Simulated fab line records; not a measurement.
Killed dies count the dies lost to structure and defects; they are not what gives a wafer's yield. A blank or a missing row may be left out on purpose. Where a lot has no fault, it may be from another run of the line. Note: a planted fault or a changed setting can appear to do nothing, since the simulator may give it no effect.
fab line records -- flow gf180mcu
record: lots: 14, wafers: 42, last-day: 34
route steps=602 shown VT_IMPLANT@122 MVSD@136 POLY_GATE@166
lots that met no fault: from a run of the same line without faults
start-h: hours from the record's opening day to when the first of the lot's shown wafers began -- wait-h: hours since the lot's step before -- " unchanged from the row above -- L1.1+2: several wafers, shown together as one row -- - value missing, or start not given -- * or withheld: withheld -- < > ~ a bound
route shown NAME@n: names a module that has steps shown in the file, with the first one's number in the route -- usual: mean/standard deviation of fault-free wafers -- same: alike in all rows -- chamber/n: place in a boat -- sites: the reading at each site -- _std_site: how widely they spread, as a standard deviation -- _edge_site: outer sites' mean less inner sites' -- radius-mm: how far each site lies from the wafer's centre -- mask NAME#n: copy n -- behind: the tool/chamber that last shaped the wafer -- hold: reason for holding the lot/hours on hold/outcome of the hold -- device: the transistor (n, p or np) that didn't switch -- end of line: tests run on the same wafers once the route is complete -- for a step that has no rows: nothing shown but its recipe -- killed: not the wafer's yield, but the dies lost to structure and defects at the first sort -- map: dies across one wafer; x = killed, . = not, _ = none there
set.NAME: the run value of the setting; set.NAME@STEP: its run value at that earlier step -- model.NAME: the simulator's own value behind a step, which no gauge read
a sample of lots followed through the steps of the route, with each step as a table and each wafer as a row
== steps ==
step: GF_VT_IMPLANT_TW_MEAS_32
usual: VT_IMPLANT_3_TW: 268.0/2.2
lot.wafer,tool,chamber,start-h,wait-h,VT_IMPLANT_3_TW
L177.2,film-metro-03,-,143.29,0.1,268.7
L177.4,film-metro-03,-,143.29,0.1,270.4
L177.6,film-metro-03,-,143.29,0.1,270.9
L181.1,film-metro-01,-,166.43,0.1,267.8
L181.5,film-metro-01,-,166.43,0.1,266.9
L181.6,film-metro-01,-,166.43,0.1,265.8
L184.1,film-metro-01,-,187.45,0.1,267.8
L184.4,film-metro-01,-,187.45,0.1,267.3
L184.6,film-metro-01,-,187.45,0.1,268.5
L185.2,film-metro-01,-,200.94,0.1,268.1
L185.3,film-metro-01,-,200.94,0.1,266.7
L185.6,film-metro-01,-,200.94,0.1,267.6
L186.1,film-metro-03,-,208.48,0.1,270.5
L186.3,film-metro-03,-,208.48,0.1,270.2
L186.4,film-metro-03,-,208.48,0.1,268.9
L187.1,film-metro-03,-,210.86,0.1,270.7
L187.4,film-metro-03,-,210.86,0.1,268.8
L187.6,film-metro-03,-,210.86,0.1,271.0
L188.4,film-metro-01,-,219.66,0.1,267.0
L188.5,film-metro-01,-,219.66,0.1,266.8
L188.6,film-metro-01,-,219.66,0.1,267.5
L194.3,film-metro-04,-,251.75,0.1,266.4
L194.4,film-metro-04,-,251.75,0.1,266.6
L194.5,film-metro-04,-,251.75,0.1,264.5
L195.2,film-metro-04,-,259.57,0.1,265.4
L195.4,film-metro-04,-,259.57,0.1,265.6
L195.5,film-metro-04,-,259.57,0.1,264.4
L196.3,film-metro-03,-,266.30,0.1,269.2
L196.4,film-metro-03,-,266.30,0.1,268.0
L196.6,film-metro-03,-,266.30,0.1,268.0
L197.2,film-metro-03,-,269.72,0.1,269.6
L197.3,film-metro-03,-,269.72,0.1,269.4
L197.4,film-metro-03,-,269.72,0.1,268.9
L198.1,film-metro-01,-,277.13,0.1,266.9
L198.5,film-metro-01,-,277.13,0.1,265.8
L198.6,film-metro-01,-,277.13,0.1,267.0
L199.2,film-metro-03,-,284.99,0.1,269.8
L199.3,film-metro-03,-,284.99,0.1,268.2
L199.5,film-metro-03,-,284.99,0.1,268.8
L200.3,film-metro-03,-,290.33,0.1,271.0
L200.5,film-metro-03,-,290.33,0.1,269.9
L200.6,film-metro-03,-,290.33,0.1,269.2
step: GF_VT_IMPLANT_RS_MEAS_46
recipe: thk-meas-gauge: four-point-probe
usual: MVSD_RS: 457.7/2
lot.wafer,tool,chamber,start-h,wait-h,MVSD_RS[ohm/sq]
L177.2,film-metro-02,-,158.50,0.1,456.1
L177.4,film-metro-02,-,158.50,0.1,457.4
L177.6,film-metro-02,-,158.50,0.1,456.3
L181.1,film-metro-04,-,183.34,0.1,452.6
L181.5,film-metro-04,-,183.34,0.1,453.0
L181.6,film-metro-04,-,183.34,0.1,454.1
L184.1,film-metro-02,-,203.94,0.1,454.1
L184.4,film-metro-02,-,203.94,0.1,453.9
L184.6,film-metro-02,-,203.94,0.1,455.1
L185.2,film-metro-03,-,219.26,0.1,458.2
L185.3,film-metro-03,-,219.26,0.1,459.0
L185.6,film-metro-03,-,219.26,0.1,459.2
L186.1,film-metro-03,-,226.54,0.1,459.0
L186.3,film-metro-03,-,226.54,0.1,458.5
L186.4,film-metro-03,-,226.54,0.1,458.8
L187.1,film-metro-04,-,228.74,0.1,456.9
L187.4,film-metro-04,-,228.74,0.1,457.7
L187.6,film-metro-04,-,228.74,0.1,457.9
L188.4,film-metro-03,-,236.55,0.1,458.9
L188.5,film-metro-03,-,236.55,0.1,460.4
L188.6,film-metro-03,-,236.55,0.1,459.0
L194.3,film-metro-02,-,270.63,0.1,455.9
L194.4,film-metro-02,-,270.63,0.1,455.2
L194.5,film-metro-02,-,270.63,0.1,455.2
L195.2,film-metro-02,-,278.89,0.1,455.4
L195.4,film-metro-02,-,278.89,0.1,456.7
L195.5,film-metro-02,-,278.89,0.1,455.2
L196.3,film-metro-02,-,285.71,0.1,456.9
L196.4,film-metro-02,-,285.71,0.1,457.0
L196.6,film-metro-02,-,285.71,0.1,458.4
L197.2,film-metro-03,-,288.61,0.1,459.2
L197.3,film-metro-03,-,288.61,0.1,458.2
L197.4,film-metro-03,-,288.61,0.1,457.4
L198.1,film-metro-02,-,296.09,0.1,455.8
L198.5,film-metro-02,-,296.09,0.1,456.1
L198.6,film-metro-02,-,296.09,0.1,456.4
L199.2,film-metro-03,-,303.36,0.1,457.6
L199.3,film-metro-03,-,303.36,0.1,457.9
L199.5,film-metro-03,-,303.36,0.1,456.4
L200.3,film-metro-03,-,309.63,0.1,459.3
L200.5,film-metro-03,-,309.63,0.1,457.9
L200.6,film-metro-03,-,309.63,0.1,458.1
step: GF_POLY_GATE_DEVELOP_09
recipe: develop-time-s: 60, resist: KrF, dev-temp-c: 21
usual: chill-plate-temp-C: 22.99/0.11, develop-time-s: 60/0
lot.wafer,tool,chamber,start-h,wait-h,chill-plate-temp-C,develop-time-s
L177.2,litho-track-03,0,196.22,0.2,23.28,60
L177.4,litho-track-03,0,196.22,0.2,23.11,60
L177.6,litho-track-03,0,196.22,0.2,23.08,60
L181.1,litho-track-04,0,221.88,0.2,22.94,60
L181.5,litho-track-04,0,221.88,0.2,23.07,60
L181.6,litho-track-04,0,221.88,0.2,23.09,60
L184.1,litho-track-03,-,250.89,0.2,-,-
L184.4,litho-track-03,-,250.89,0.2,-,-
L184.6,litho-track-03,-,250.89,0.2,-,-
L185.2,litho-track-03,-,268.02,0.2,-,-
L185.3,litho-track-03,-,268.02,0.2,-,-
L185.6,litho-track-03,-,268.02,0.2,-,-
L187.1,litho-track-04,0,274.23,0.2,22.94,60
L187.4,litho-track-04,0,274.23,0.2,22.98,60
L187.6,litho-track-04,0,274.23,0.2,22.78,60
L186.1,litho-track-02,0,274.39,0.2,22.87,60
L186.3,litho-track-02,0,274.39,0.2,23.09,60
L186.4,litho-track-02,0,274.39,0.2,23.14,60
L188.4,litho-track-04,0,284.15,0.1,23.03,60
L188.5,litho-track-04,0,284.15,0.1,23.02,60
L188.6,litho-track-04,0,284.15,0.1,22.91,60
L194.3,litho-track-04,0,321.03,0.1,22.92,60
L194.4,litho-track-04,0,321.03,0.1,22.95,60
L194.5,litho-track-04,0,321.03,0.1,22.93,60
L195.2,litho-track-03,0,330.57,0.2,23.06,60
L195.4,litho-track-03,0,330.57,0.2,23.20,60
L195.5,litho-track-03,0,330.57,0.2,22.93,60
L197.2,litho-track-03,0,340.32,0.2,22.80,60
L197.3,litho-track-03,0,340.32,0.2,23.13,60
L197.4,litho-track-03,0,340.32,0.2,22.93,60
L196.3,litho-track-04,0,340.98,0.1,23.13,60
L196.4,litho-track-04,0,340.98,0.1,23.07,60
L196.6,litho-track-04,0,340.98,0.1,23.18,60
L198.1,litho-track-02,0,348.34,0.2,23.03,60
L198.5,litho-track-02,0,348.34,0.2,23.00,60
L198.6,litho-track-02,0,348.34,0.2,23.04,60
L199.2,litho-track-04,0,351.90,0.2,23.00,60
L199.3,litho-track-04,0,351.90,0.2,23.10,60
L199.5,litho-track-04,0,351.90,0.2,23.00,60
L200.3,litho-track-03,0,360.49,0.1,22.97,60
L200.5,litho-track-03,0,360.49,0.1,23.00,60
L200.6,litho-track-03,0,360.49,0.1,22.88,60
step: GF_POLY_GATE_OVL_MEAS_11
usual: POLY_GATE_OVL: -3/5.7
lot.wafer,tool,chamber,start-h,wait-h,POLY_GATE_OVL[nm]
L177.2,overlay-02,-,196.47,0.1,-4
L177.4,overlay-02,-,196.47,0.1,0
L177.6,overlay-02,-,196.47,0.1,2
L181.1,overlay-02,-,222.15,0.1,-3
L181.5,overlay-02,-,222.15,0.1,-4
L181.6,overlay-02,-,222.15,0.1,-5
L184.1,overlay-02,-,251.16,0.1,-
L184.4,overlay-02,-,251.16,0.1,-
L184.6,overlay-02,-,251.16,0.1,-
L185.2,overlay-02,-,268.27,0.1,-
L185.3,overlay-02,-,268.27,0.1,-
L185.6,overlay-02,-,268.27,0.1,-
L187.1,overlay-02,-,274.50,0.1,-6
L187.4,overlay-02,-,274.50,0.1,-6
L187.6,overlay-02,-,274.50,0.1,-2
L186.1,overlay-01,-,274.66,0.1,-7
L186.3,overlay-01,-,274.66,0.1,6
L186.4,overlay-01,-,274.66,0.1,-6
L188.4,overlay-01,-,284.37,0.1,3
L188.5,overlay-01,-,284.37,0.1,8
L188.6,overlay-01,-,284.37,0.1,0
L194.3,overlay-02,-,321.26,0.1,-3
L194.4,overlay-02,-,321.26,0.1,-4
L194.5,overlay-02,-,321.26,0.1,-8
L195.2,overlay-01,-,330.82,0.1,-3
L195.4,overlay-01,-,330.82,0.1,1
L195.5,overlay-01,-,330.82,0.1,-6
L197.2,overlay-02,-,340.57,0.1,-9
L197.3,overlay-02,-,340.57,0.1,-15
L197.4,overlay-02,-,340.57,0.1,-13
L196.3,overlay-02,-,341.21,0.1,0
L196.4,overlay-02,-,341.21,0.1,6
L196.6,overlay-02,-,341.21,0.1,4
L198.1,overlay-02,-,348.61,0.1,2
L198.5,overlay-02,-,348.61,0.1,4
L198.6,overlay-02,-,348.61,0.1,3
L199.2,overlay-02,-,352.15,0.1,-3
L199.3,overlay-02,-,352.15,0.1,-4
L199.5,overlay-02,-,352.15,0.1,-6
L200.3,overlay-01,-,360.72,0.1,4
L200.5,overlay-01,-,360.72,0.1,0
L200.6,overlay-01,-,360.72,0.1,0
== key ==
first-sign: step: GF_POLY_GATE_DEVELOP_09, reading: tool-record, direction: missing
effect none on later readings
met-at GF_POLY_GATE_DEVELOP_09
struck-lots L184,L185
later-rows-left-out L184.1,L184.4,L184.6,L185.2,L185.3,L185.6
sort-left-out L184.1,L184.4,L184.6,L185.2,L185.3,L185.6
tester-left-out L184,L185
not-acting-at GF_VT_IMPLANT_TW_MEAS_32,GF_VT_IMPLANT_RS_MEAS_46,GF_POLY_GATE_OVL_MEAS_11
onset-between 196.22 250.89
fault: kind: skipped-step-whole, tool: litho-track-03, chamber: -, onset-h: 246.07, steps: GF_POLY_GATE_DEVELOP_09, scope: struck-lots-only
tester-left-out: of these lots the tester's yield and bins aren't shown, on N5 and GAA mostly nor the transistor test; their killed dies are dies lost to structure and defects alone, not to doping, threshold or leakage, so they don't give the yield
sort-left-out: the simulated sort isn't trusted on such a fault, so these wafers' sort isn't shown, and their yield isn't known
later-rows-left-out: the simulator's readings of these wafers behind a module that went badly wrong aren't trusted and aren't shown, but for the sort
